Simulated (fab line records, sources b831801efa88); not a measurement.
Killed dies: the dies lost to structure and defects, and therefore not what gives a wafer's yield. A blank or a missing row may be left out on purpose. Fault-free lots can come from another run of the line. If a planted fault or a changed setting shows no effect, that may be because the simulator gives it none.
fab line records    flow gf180mcu
record: lots: 14  wafers: 42  last_day: 34
route steps=602 shown LVPWELL@62 M2@367 V2@407 V3@446
lots with no fault: from the same line, run without faults
start_h: hours from the record's first day to the start of the lot's first wafer shown    wait_h: how many hours have passed since the lot's step before this one    " the same as in the row above    L1.1+2: several wafers, shown together as one row    - no value, or no start was given    * or withheld: withheld    < > ~ a bound
route shown NAME@n: NAME is a module with steps in the file, n the number in the route of the first one    usual: mean/standard deviation of fault-free wafers    same: alike in all rows    chamber/n: place in a boat    sites: the reading at each site    _std_site: the standard deviation of these    _edge_site: outer sites' mean less inner sites'    radius_mm: how far each site lies from the wafer's centre    mask NAME#n: copy n    behind: the most recent tool/chamber to have shaped the wafer    hold: reason for holding the lot/hours on hold/outcome of the hold    device: which transistor (n, p or np) failed to switch    end of line: the route-end tests of the same wafers    a step given without rows: its recipe and nothing more    killed: dies lost to structure and defects at the first sort, not the wafer's yield    map: a wafer's dies, marking killed ones x, the rest . and places with no die _
set.NAME: the run value of the setting; set.NAME@STEP: its run value at that earlier step    model.NAME: the simulator's own value behind a step, which no gauge read
the route's steps for a sample of lots (tables are steps, rows are wafers)
services: a tool's chamber out of use, with start hour (start_h, from the record's first day; less than 0 if before it), hours out, and reason
== steps ==
step: GF_LVPWELL_IMPLANT_08
recipe: species: B  energy_kev: 170  dose_cm2: 1.5e+13  tilt_deg: 0
lot.wafer   tool          chamber  start_h  wait_h
L953.2+4+5  implanter-01  0        76.60    0.0
L954.3+5+6  implanter-03  0        80.58    0.1
L955.1+3+5  implanter-03  0        85.39    0.0
L956.2+3+6  implanter-02  0        94.85    0.0
L957.3+5+6  implanter-03  0        96.76    0.1
L958.2+4+5  implanter-02  0        102.28   0.0
L960.2+5+6  implanter-03  0        114.98   0.0
L961.3+4+6  implanter-02  0        117.69   0.1
L962.2+5+6  implanter-03  0        125.02   0.0
L963.2+3+6  implanter-02  0        133.70   0.0
L964.1+2+5  implanter-01  0        138.04   0.0
L966.1+4+5  implanter-01  0        147.38   0.0
L970.1+2+3  implanter-03  0        170.36   0.0
L974.2+3+4  implanter-03  0        191.42   0.0
step: GF_VT_IMPLANT_RS_MEAS_48
recipe: thk_meas_gauge: four-point-probe
usual: LVPWELL_RS: 1197.3/2.4
lot.wafer  tool           chamber  start_h  wait_h  LVPWELL_RS[ohm/sq]
L953.2     film_metro-02  -        166.16   0.1     1197.0
L953.4     "              -        "        "       1198.7
L953.5     "              -        "        "       1199.6
L954.3     film_metro-02  -        172.98   0.1     1196.9
L954.5     "              -        "        "       1196.4
L954.6     "              -        "        "       1198.1
L955.1     film_metro-01  -        175.61   0.1     1199.7
L955.3     "              -        "        "       1200.3
L955.5     "              -        "        "       1199.1
L956.2     film_metro-01  -        188.31   0.1     1198.0
L956.3     "              -        "        "       1198.6
L956.6     "              -        "        "       1195.7
L957.3     film_metro-02  -        190.25   0.1     1200.4
L957.5     "              -        "        "       1196.3
L957.6     "              -        "        "       1196.3
L958.2     film_metro-02  -        197.31   0.1     1196.1
L958.4     "              -        "        "       1192.0
L958.5     "              -        "        "       1191.9
L960.2     film_metro-01  -        211.98   0.1     1197.4
L960.5     "              -        "        "       1199.5
L960.6     "              -        "        "       1197.1
L961.3     film_metro-02  -        217.46   0.1     1196.9
L961.4     "              -        "        "       1200.6
L961.6     "              -        "        "       1200.1
L962.2     film_metro-02  -        225.88   0.1     1195.9
L962.5     "              -        "        "       1198.7
L962.6     "              -        "        "       1199.7
L963.2     film_metro-02  -        235.93   0.1     1198.2
L963.3     "              -        "        "       1195.9
L963.6     "              -        "        "       1198.1
L964.1     film_metro-03  -        240.87   0.1     1198.6
L964.2     "              -        "        "       1198.1
L964.5     "              -        "        "       1198.2
L966.1     film_metro-01  -        251.36   0.1     1195.8
L966.4     "              -        "        "       1198.2
L966.5     "              -        "        "       1192.1
L970.1     film_metro-03  -        277.94   0.1     1209.2
L970.2     "              -        "        "       1208.3
L970.3     "              -        "        "       1210.5
L974.2     film_metro-03  -        304.88   0.1     1211.1
L974.3     "              -        "        "       1207.6
L974.4     "              -        "        "       1209.0
step: GF_M2_RS_MEAS_05
recipe: thk_meas_gauge: four-point-probe  reads: TiN_of_M2_SPUTTER_04+Ti_of_M2_SPUTTER_03+AlCu_of_M2_SPUTTER_02+TiN_of_M2_SPUTTER_01+Ti_of_M2_SPUTTER_00
usual: M2_ALCU_RS: 0.0699/0.00081
lot.wafer  tool           chamber  start_h  wait_h  M2_ALCU_RS[ohm/sq]
L953.2     film_metro-04  -        422.00   0.0     0.0712
L953.4     "              -        "        "       0.0707
L953.5     "              -        "        "       0.0706
L954.3     film_metro-01  -        432.71   0.1     0.0695
L954.5     "              -        "        "       0.0705
L954.6     "              -        "        "       0.0706
L955.1     film_metro-04  -        435.73   0.0     0.0693
L955.3     "              -        "        "       0.0696
L955.5     "              -        "        "       0.0711
L956.2     film_metro-04  -        452.54   0.0     0.0699
L956.3     "              -        "        "       0.0705
L956.6     "              -        "        "       0.0705
L957.3     film_metro-01  -        460.29   0.1     0.0699
L957.5     "              -        "        "       0.0690
L957.6     "              -        "        "       0.0701
L958.2     film_metro-01  -        470.41   0.0     0.0695
L958.4     "              -        "        "       0.0703
L958.5     "              -        "        "       0.0689
L960.2     film_metro-01  -        486.14   0.0     0.0685
L960.5     "              -        "        "       0.0686
L960.6     "              -        "        "       0.0698
L961.3     film_metro-01  -        497.07   0.1     0.0696
L961.4     "              -        "        "       0.0704
L961.6     "              -        "        "       0.0710
L962.2     film_metro-03  -        505.87   0.0     0.0696
L962.5     "              -        "        "       0.0694
L962.6     "              -        "        "       0.0700
L963.2     film_metro-01  -        516.33   0.0     0.0698
L963.3     "              -        "        "       0.0705
L963.6     "              -        "        "       0.0696
L964.1     film_metro-04  -        525.86   0.0     0.0706
L964.2     "              -        "        "       0.0697
L964.5     "              -        "        "       0.0701
L966.1     film_metro-03  -        538.50   0.0     0.0700
L966.4     "              -        "        "       0.0700
L966.5     "              -        "        "       0.0698
L970.1     film_metro-04  -        568.76   0.0     0.0714
L970.2     "              -        "        "       0.0692
L970.3     "              -        "        "       0.0711
L974.2     film_metro-01  -        598.19   0.0     0.0695
L974.3     "              -        "        "       0.0706
L974.4     "              -        "        "       0.0695
step: GF_V2_THK_MEAS_25
recipe: thk_meas_gauge: xrf  reads: W_of_V2_CVD_23
usual: V2_W_THK: 361/6.3
lot.wafer  tool           chamber  start_h  wait_h  V2_W_THK[nm]
L953.2     film_metro-02  -        472.72   0.1     367
L953.4     "              -        "        "       372
L953.5     "              -        "        "       364
L954.3     film_metro-02  -        484.62   0.1     356
L954.5     "              -        "        "       356
L954.6     "              -        "        "       358
L955.1     film_metro-01  -        486.55   0.1     358
L955.3     "              -        "        "       359
L955.5     "              -        "        "       358
L956.2     film_metro-03  -        504.31   0.1     366
L956.3     "              -        "        "       364
L956.6     "              -        "        "       366
L957.3     film_metro-02  -        510.74   0.1     363
L957.5     "              -        "        "       363
L957.6     "              -        "        "       362
L958.2     film_metro-03  -        520.25   0.1     366
L958.4     "              -        "        "       364
L958.5     "              -        "        "       373
L960.2     film_metro-03  -        536.13   0.1     362
L960.5     "              -        "        "       359
L960.6     "              -        "        "       356
L961.3     film_metro-01  -        545.49   0.1     355
L961.4     "              -        "        "       354
L961.6     "              -        "        "       355
L962.2     film_metro-02  -        554.87   0.1     364
L962.5     "              -        "        "       367
L962.6     "              -        "        "       371
L963.2     film_metro-03  -        564.41   0.1     371
L963.3     "              -        "        "       366
L963.6     "              -        "        "       369
L964.1     film_metro-02  -        573.30   0.1     355
L964.2     "              -        "        "       359
L964.5     "              -        "        "       356
L966.1     film_metro-03  -        584.80   0.1     364
L966.4     "              -        "        "       366
L966.5     "              -        "        "       368
L970.1     film_metro-01  -        612.93   0.1     349
L970.2     "              -        "        "       350
L970.3     "              -        "        "       354
L974.2     film_metro-03  -        642.03   0.1     358
L974.3     "              -        "        "       355
L974.4     "              -        "        "       352
step: GF_V3_ETCH_17
recipe: chemistry: C4F8/O2/Ar  mask_material: KrF  target: SiO2  stop_on: TiN  source_w: 1500  bias_w: 1200  pressure_mtorr: 40  c4f8_flow_sccm: withheld  O2_flow_sccm: 6  Ar_flow_sccm: 300  time_s: withheld  target_depth_a: 6350
usual: oes_product_au: 0.856/0.0038
lot.wafer  tool         chamber  start_h  wait_h  oes_product_au
L953.2     rie_diel-01  3        -        -       0.851
L953.4     "            0        "        "       0.857
L953.5     "            3        "        "       0.859
L954.3     rie_diel-02  2        -        -       0.852
L954.5     "            0        "        "       0.857
L954.6     "            2        "        "       0.858
L955.1     rie_diel-03  2        -        -       0.862
L955.3     "            0        "        "       0.854
L955.5     "            0        "        "       0.861
L956.2     rie_diel-03  0        -        -       0.858
L956.3     "            1        "        "       0.861
L956.6     "            0        "        "       0.854
L957.3     rie_diel-02  3        -        -       0.860
L957.5     "            1        "        "       0.855
L957.6     "            0        "        "       0.850
L958.2     rie_diel-01  0        -        -       0.857
L958.4     "            1        "        "       0.856
L958.5     "            2        "        "       0.850
L960.2     rie_diel-03  2        -        -       0.860
L960.5     "            2        "        "       0.854
L960.6     "            3        "        "       0.862
L961.3     rie_diel-01  0        -        -       0.859
L961.4     "            1        "        "       0.856
L961.6     "            0        "        "       0.859
L962.2     rie_diel-01  0        -        -       0.854
L962.5     "            2        "        "       0.858
L962.6     "            1        "        "       0.855
L963.2     rie_diel-01  2        -        -       0.851
L963.3     "            1        "        "       0.853
L963.6     "            1        "        "       0.853
L964.1     rie_diel-03  1        -        -       0.853
L964.2     "            0        "        "       0.853
L964.5     "            0        "        "       0.854
L966.1     rie_diel-01  2        -        -       0.858
L966.4     "            1        "        "       0.860
L966.5     "            3        "        "       0.854
L970.1     rie_diel-02  0        -        -       0.861
L970.2     "            3        "        "       0.860
L970.3     "            2        "        "       0.854
L974.2     rie_diel-01  2        -        -       0.858
L974.3     "            3        "        "       0.860
L974.4     "            1        "        "       0.855
== services ==
tool          chamber  start_h  hours  kind
implanter-03  -        81.58    3.2    repair
implanter-03  -        92.19    4.1    repair
rie_diel-01   2        125.12   3.3    repair
rie_diel-01   1        129.84   13.4   repair
rie_diel-01   2        210.33   13.6   repair
implanter-03  -        228.37   5.5    pm
rie_diel-01   -        231.48   14.6   pm
implanter-03  -        344.11   2.1    repair
rie_diel-01   2        347.06   8.0    repair
rie_diel-01   1        351.98   9.0    repair
rie_diel-01   1        380.77   17.3   repair
rie_diel-01   3        407.40   3.6    repair
rie_diel-01   2        444.19   3.7    repair
implanter-03  -        464.30   5.6    repair
implanter-03  -        469.88   5.1    pm
implanter-03  -        477.26   1.8    repair
rie_diel-01   2        501.54   3.5    repair
rie_diel-01   1        508.60   9.1    repair
implanter-03  -        509.64   4.2    repair
rie_diel-01   -        512.23   2.8    pm
rie_diel-01   -        522.49   28.1   pm
rie_diel-01   -        550.59   4.3    pm
rie_diel-01   -        611.24   0.2    repair
rie_diel-01   1        651.83   9.3    repair
== key ==
first_sign: step: GF_VT_IMPLANT_RS_MEAS_48  reading: LVPWELL_RS  direction: up  sigmas: 5.1  usual: 1197.3  struck: 1209.3
effect none on later readings
met_at GF_LVPWELL_IMPLANT_08
struck_lots L970,L974
tester_left_out L970,L974
not_acting_at GF_M2_RS_MEAS_05,GF_V2_THK_MEAS_25,GF_V3_ETCH_17
onset_between 125.02 170.36
also_fits time
fault: kind: process_parameter_drift  tool: implanter-03  chamber: -  onset_h: 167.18  steps: GF_LVPWELL_IMPLANT_08  channel: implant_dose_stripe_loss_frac  offset: 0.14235  shape: step  end_h: 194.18
tester_left_out: of these lots the tester's yield and bins aren't shown, on N5 and GAA mostly nor the transistor test; their killed dies are dies lost to structure and defects alone, not to doping, threshold or leakage, so they don't give the yield
